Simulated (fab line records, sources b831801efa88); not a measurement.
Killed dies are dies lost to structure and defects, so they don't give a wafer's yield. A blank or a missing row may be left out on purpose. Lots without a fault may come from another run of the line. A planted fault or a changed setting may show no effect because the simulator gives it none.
A struck lot beside a sound one | flow sky130 | 15 steps out of a route of 708
Sound: wafers L351.3, L351.4, L351.5. Struck: wafer L366.2. (L366.3 of the same lot was not struck and is left out.) The cause comes at the end.
At each step with rows: each side's tool, then ch and its chambers, then its first start. Under that, the readings that differ: sound wafers | struck wafers | difference of the means | sigmas: that difference in standard deviations of wafers without a fault.
alike: readings whose means differ by less than 2 such deviations, and words and numbers that are the same on both sides. not compared: withheld readings, readings that some wafer has no value for, bounds like >300 that may hide the same value, and numbers for which the record gives no deviation and whose values overlap.
The two part at a step that has a row with sigmas, a row that says differs or no value, or rows on one side only. Numbers that don't overlap but have no deviation are shown without sigmas and don't part them. A reading that every wafer of one side lacks parts them only if that side has two wafers or more.

SKY_VIA4_STRIP_13: strips in O2/N2.
  sound on plasma_asher-04 ch 0,1, day 43 16:35; struck on plasma_asher-04 ch 1, day 47 03:19
  reading                | sound | struck | difference                   | sigmas
  rf_hours_counter_h (h) | - - - | 5      | no value on the sound wafers |
  alike: drypump_motor_current_A, n2_flow_sccm, oes_product_au, strip_time_to_endpoint_s
then, 3 steps without rows for these wafers: SKY_VIA4_STRIP_14 (strips in post etch residue remover, time 1200 s); SKY_VIA4_CLEAN_15 (cleans in IPA, time 180 s); SKY_VIA4_CLEAN_16 (cleans in O3/DIW).
SKY_VIA4_SPUTTER_17: material TiN, target thk 20 nm, time 80 s.
  sound on pvd_sputter-04, day 43 17:13; struck on pvd_sputter-03, day 47 03:54
  alike: cathode_dc_power_W, throttle_valve_pct
SKY_VIA4_CVD_18: deposits W, target thk 505 nm, time 152.14 s.
  sound on cvd_w-01 ch 0,1, day 43 17:20; struck on cvd_w-02 ch 0, day 47 03:58
  alike: heater_power_w
SKY_VIA4_RS_MEAS_19: measures by four-point-probe.
  sound on film_metro-02, day 43 17:29; struck on film_metro-01, day 47 04:08
  reading            | sound                | struck | difference | sigmas
  VIA4_W_RS (ohm/sq) | 0.2306 0.2284 0.2303 | 0.2213 | -0.0085    | -4
SKY_VIA4_THK_MEAS_20: measures by xrf.
  sound on film_metro-02, day 43 17:35; struck on film_metro-01, day 47 04:14
  alike: VIA4_W_THK
then, 3 steps without rows for these wafers: SKY_VIA4_CMP_21 (polishes, stops on SiO2, t overpolish 25 s, target thk 0 nm); SKY_METAL5_SPUTTER_00 (material Ti, target thk 15 nm, time 10 s); SKY_METAL5_SPUTTER_01 (material TiN, target thk 20 nm, time 16.7 s).
SKY_METAL5_SPUTTER_02: material AlCu, target thk 1150 nm, time 61.2 s.
  sound on pvd_sputter-02, day 43 17:58; struck on pvd_sputter-02, day 47 04:38
  alike: cathode_dc_power_W, throttle_valve_pct
SKY_METAL5_SPUTTER_03: material Ti, target thk 5 nm, time 3.3 s.
  sound on pvd_sputter-02, day 43 18:01; struck on pvd_sputter-02, day 47 04:41
  reading                                   | sound             | struck | difference | sigmas
  model.Ti_of_METAL5_SPUTTER_03.thk_nm (nm) | 4.994 5.106 5.037 | 2.225  | -2.821     |
  alike: cathode_dc_power_W, throttle_valve_pct
SKY_METAL5_SPUTTER_04: material TiN, target thk 70 nm, time 58.3 s.
  sound on pvd_sputter-02, day 43 18:02; struck on pvd_sputter-02, day 47 04:43
  alike: cathode_dc_power_W, throttle_valve_pct
-- the record jumps here: 2 days lie between the struck wafers' starts before and after (it left off in module METAL5 and takes up again in module PAD_OPEN, whose first step shown is number 708 of the route) --
SKY_PAD_OPEN_PROBE_99:
  sound on prober-01, day 46 13:22; struck on prober-01, day 49 16:22
  alike: defect_limited_yield, killed_at_M0_to_M3, killed_at_M4_up, killed_at_contacts, killed_at_front_end, killed_at_other, killed_dies, killed_open, killed_short, sort_bin_3_pad_short, sort_bin_5_function, sort_bin_6_memory, sort_n_pass, sort_yield_pct

WHERE THEY PART
First at SKY_VIA4_STRIP_13; last, within this record, at SKY_VIA4_RS_MEAS_19. Later steps at which nothing parts them and some readings are alike: SKY_VIA4_THK_MEAS_20, SKY_METAL5_SPUTTER_02, SKY_METAL5_SPUTTER_03, SKY_METAL5_SPUTTER_04, SKY_PAD_OPEN_PROBE_99.

WHY: what the simulator had put in
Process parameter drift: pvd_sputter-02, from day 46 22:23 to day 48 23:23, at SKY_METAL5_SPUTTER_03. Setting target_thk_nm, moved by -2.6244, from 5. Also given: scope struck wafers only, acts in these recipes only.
